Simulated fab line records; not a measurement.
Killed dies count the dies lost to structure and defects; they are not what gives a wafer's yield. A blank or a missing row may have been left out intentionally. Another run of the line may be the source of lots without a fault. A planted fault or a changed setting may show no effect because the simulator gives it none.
Which tool did it?    flow gf180mcu    11 lots, 33 wafers sampled, at 4 steps of a route of 602

WHAT THE GAUGES READ, wafer by wafer
GF_LVPWELL_OVL_MEAS_07. Usual: LVPWELL_OVL gives 0.1 nm (standard deviation 1.4).
lot   measured     on          LVPWELL_OVL (nm)                     flag
L471  day 3 22:51  overlay-01  1.3 -1.2 -0.3                        
L472  day 4 03:13  overlay-01  1.8 1.4 0.1                          
L473  day 4 07:43  overlay-01  -0.8 -1.3 -1.5                       
L474  day 4 13:46  overlay-01  -0.3 -0.8 -0.1                       
L475  day 4 19:02  overlay-01  1.4 -1.2 0.0                         
L477  day 5 08:11  overlay-01  229.0 226.1 228.3 229.9 226.8 228.0  OFF
L482  day 6 13:08  overlay-01  228.0 229.6 228.4 228.4 230.3 229.0  OFF
L488  day 8 06:34  overlay-02  0.8 0.1 2.2                          
L489  day 8 06:49  overlay-02  1.1 2.0 2.6                          
L490  day 8 12:11  overlay-02  -0.5 0.8 -0.6                        
L493  day 9 05:05  overlay-01  0.0 -1.2 1.7                         

GF_V1_RS_MEAS_24: a four-point-probe measurement. Usual: V1_W_RS gives 0.327 ohm/sq (standard deviation 0.0043).
lot   measured      on            V1_W_RS (ohm/sq)   flag
L471  day 18 07:19  filmMetro-03  0.324 0.320 0.328  
L472  day 18 20:42  filmMetro-04  0.320 0.327 0.324  
L473  day 19 05:49  filmMetro-03  0.328 0.329 0.329  
L474  day 19 10:25  filmMetro-03  0.324 0.319 0.326  
L475  day 20 00:16  filmMetro-03  0.330 0.326 0.324  
L488  day 25 02:39  filmMetro-02  0.325 0.329 0.328  
L489  day 25 01:35  filmMetro-04  0.322 0.325 0.323  
L490  day 25 06:56  filmMetro-02  0.328 0.326 0.329  
L493  day 26 07:28  filmMetro-04  0.319 0.326 0.321  

GF_M3_RS_MEAS_05: a four-point-probe measurement. Usual: M3_ALCU_RS gives 0.0695 ohm/sq (standard deviation 0.00067).
lot   measured      on            M3_ALCU_RS (ohm/sq)   flag
L471  day 20 11:41  filmMetro-03  0.0701 0.0690 0.0691  
L472  day 21 01:50  filmMetro-01  0.0693 0.0692 0.0692  
L473  day 21 11:11  filmMetro-03  0.0695 0.0690 0.0688  
L474  day 21 15:17  filmMetro-03  0.0704 0.0700 0.0696  
L475  day 22 04:59  filmMetro-01  0.0698 0.0693 0.0705  
L488  day 27 01:32  filmMetro-01  0.0705 0.0704 0.0704  
L489  day 27 00:32  filmMetro-04  0.0690 0.0686 0.0690  
L490  day 27 05:16  filmMetro-03  0.0695 0.0695 0.0695  
L493  day 28 04:13  filmMetro-01  0.0700 0.0695 0.0690  

WHICH TOOL RAN EACH LOT (tool, then ch and the chambers of the sampled wafers, then the start)
lot   GF_LVPWELL_EXPOSE_04
L471  ilineStepper-01 ch 0, day 3 16:53
L472  ilineStepper-02 ch 0, day 3 20:57
L473  ilineStepper-02 ch 0, day 4 00:56
L474  ilineStepper-01 ch 0, day 4 06:53
L475  ilineStepper-01 ch 0, day 4 12:01
L477  ilineStepper-01 ch 0, day 5 01:23
L482  ilineStepper-01 ch 0, day 6 05:23
L488  ilineStepper-02 ch 0, day 7 22:16
L489  ilineStepper-02 ch 0, day 7 22:50
L490  ilineStepper-02 ch 0, day 8 04:19
L493  ilineStepper-02 ch 0, day 8 21:14
- GF_LVPWELL_EXPOSE_04: exposes mask LVPWELL, target cd 600 nm.

WHAT THE TOOLS THEMSELVES READ (means of the sampled wafers that have a number; where no wafer has one, the mark that the record gives instead)
The record holds no such reading with a usual standard deviation.

THE ANSWER, worked out from the rows above alone
Rule: a lot is off if the mean of its wafers that have a number lies more than 3 standard deviations from the usual mean. A lot without any number at a reading at which 4 lots or more have one is off too. The other lots that the step has rows for count as sound. First the gauges in route order, then the tools' own readings, where a lot's mean is used as printed above. At the first step where some lot is off, the reading lying furthest off is the one used; lots without a number count as furthest.
Off: L477, L482, at GF_LVPWELL_OVL_MEAS_07 (LVPWELL_OVL).
A tool fits if, at a process step before that reading, it ran every lot that is off, and no sound lot after the first of them. The gauges at GF_LVPWELL_OVL_MEAS_07 are tried like those tools. One candidate fits, namely ilineStepper-01 at GF_LVPWELL_EXPOSE_04. A fault onset in the window from L475 (day 4 12:01, its last sound lot) to L477 (day 5 01:23, its first lot off) fits.

WHAT THE SIMULATOR HAD INSERTED
Scanner matching overlay: ilineStepper-01, from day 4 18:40 on, at GF_LVPWELL_EXPOSE_04. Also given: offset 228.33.
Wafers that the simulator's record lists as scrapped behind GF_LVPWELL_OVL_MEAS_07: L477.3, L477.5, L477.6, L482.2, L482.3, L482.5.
Shown lots that were struck: L477, L482. The rule given above showed the same thing.
